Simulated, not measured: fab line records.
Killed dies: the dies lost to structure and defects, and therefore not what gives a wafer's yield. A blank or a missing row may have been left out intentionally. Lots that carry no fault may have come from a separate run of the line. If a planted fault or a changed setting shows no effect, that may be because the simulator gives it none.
Struck lot and sound lot, side by side / flow gf180mcu / 16 steps out of a route of 602
Sound: these wafers, L484.3, L484.4, L484.6. Struck: wafer L496.1 (L496.3, L496.6, from the same lot, were not struck and are left out); the cause is given at the end.
For every step that has rows: the tool of each side, followed by ch and its chambers, followed by its first start. Under that, the readings that differ: sound wafers / struck wafers / difference of the means / sigmas: that difference in standard deviations of wafers without a fault.
alike: same words and numbers on both sides, and readings whose means sit less than 2 such deviations apart. not compared: any withheld reading, any reading some wafer has no value for, any bound like >300 that may hide the same value, and any number with overlapping values for which the record gives no deviation.
A row with sigmas, a row that says differs or no value, or rows on one side alone: a step with any of these is where the two part. Numbers that have no deviation but don't overlap get no sigmas and don't part them. Lack of a reading on every wafer of one side parts them only where that side has two or more wafers.

GF_M4_SPUTTER_04: material TiN, target thk 50 nm, time 41.7 s.
  sound: pvd_sputter-02 at day 23 20:29; struck: pvd_sputter-01 at day 27 18:37
  alike: cathode_dc_power_W, throttle_valve_pct
GF_M4_RS_MEAS_05: uses a four-point probe to measure.
  sound: film_metro-04 at day 23 20:34; struck: film_metro-02 at day 27 18:40
  alike: M4_ALCU_RS
GF_M4_THK_MEAS_06: measures by xrf.
  sound: film_metro-04 at day 23 20:40; struck: film_metro-02 at day 27 18:47
  alike: M4_ALCU_THK
then, 7 steps without rows for these wafers: GF_M4_DEHYDRATE_07 (time 60 s); GF_M4_HMDS_08 (prime time 60 s); GF_M4_COAT_09 (resist thk 1000 nm); GF_M4_SOFTBAKE_10 (time 60 s); GF_M4_EXPOSE_11 (exposes mask Metal4, target cd 280 nm); GF_M4_PEB_12 (peb time 90 s); GF_M4_DEVELOP_13 (develop time 60 s).
GF_M4_CD_MEAS_14: the cd target is 280 nm.
  sound: cd_sem-02 at day 24 18:26; struck: cd_sem-02 at day 28 14:34
  alike: cd_nm
GF_M4_OVL_MEAS_15:
  sound: overlay-02 at day 24 18:31; struck: overlay-02 at day 28 14:41
  alike: M4_OVL
GF_M4_METAL_ETCH_16: etches the open film in Cl2/BCl3, stops on SiO2, target depth 627.5 nm, time 104.6 s.
  sound on rie_metal-01 ch 1, day 24 18:37; struck on rie_metal-01 ch 0, day 28 14:44
reading=rf_hours_counter_h (h); sound=- - -; struck=2.1; difference=no value on the sound wafers; sigmas=
reading=throttle_valve_pct (%); sound=28.227 28.239 28.225; struck=28.260; difference=+0.030; sigmas=+3
reading=model.KrF_of_M4_COAT_09.thk_nm (nm); sound=726 731.3 729.2; struck=641.8; difference=-87.0; sigmas=
  alike: drypump_motor_current_A, oes_product_au
GF_M4_STRIP_17: strips in O2/N2.
  sound on plasma_asher-03 ch 0,1, day 24 18:48; struck on plasma_asher-02 ch 0, day 28 14:50
reading=n2_flow_sccm (sccm); sound=299.6 299.1 300.0; struck=302.0; difference=+2.4; sigmas=+3
reading=oes_product_au (a.u.); sound=0.553 0.559 0.555; struck=0.525; difference=-0.031; sigmas=-6
reading=rf_hours_counter_h (h); sound=- - -; struck=57; difference=no value on the sound wafers; sigmas=
reading=strip_time_to_endpoint_s (s); sound=7.78 7.85 7.83; struck=6.96; difference=-0.86; sigmas=-16
  alike: drypump_motor_current_A, heater_power_w
then, 1 step without rows for these wafers: GF_M4_STRIP_18 (strips in post etch residue remover, time 1200 s).
GF_PASSIVATION_PROBE_99:
  sound wafers here have rows in the record (prober-02, day 30 03:52); struck ones have none

## WHERE THEY PART
Earliest at GF_M4_METAL_ETCH_16; latest, in this record, at GF_PASSIVATION_PROBE_99.

WHY: what had been put in by the simulator
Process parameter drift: rie_metal-01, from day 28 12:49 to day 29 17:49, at GF_M4_METAL_ETCH_16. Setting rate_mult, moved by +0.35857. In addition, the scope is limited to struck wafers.
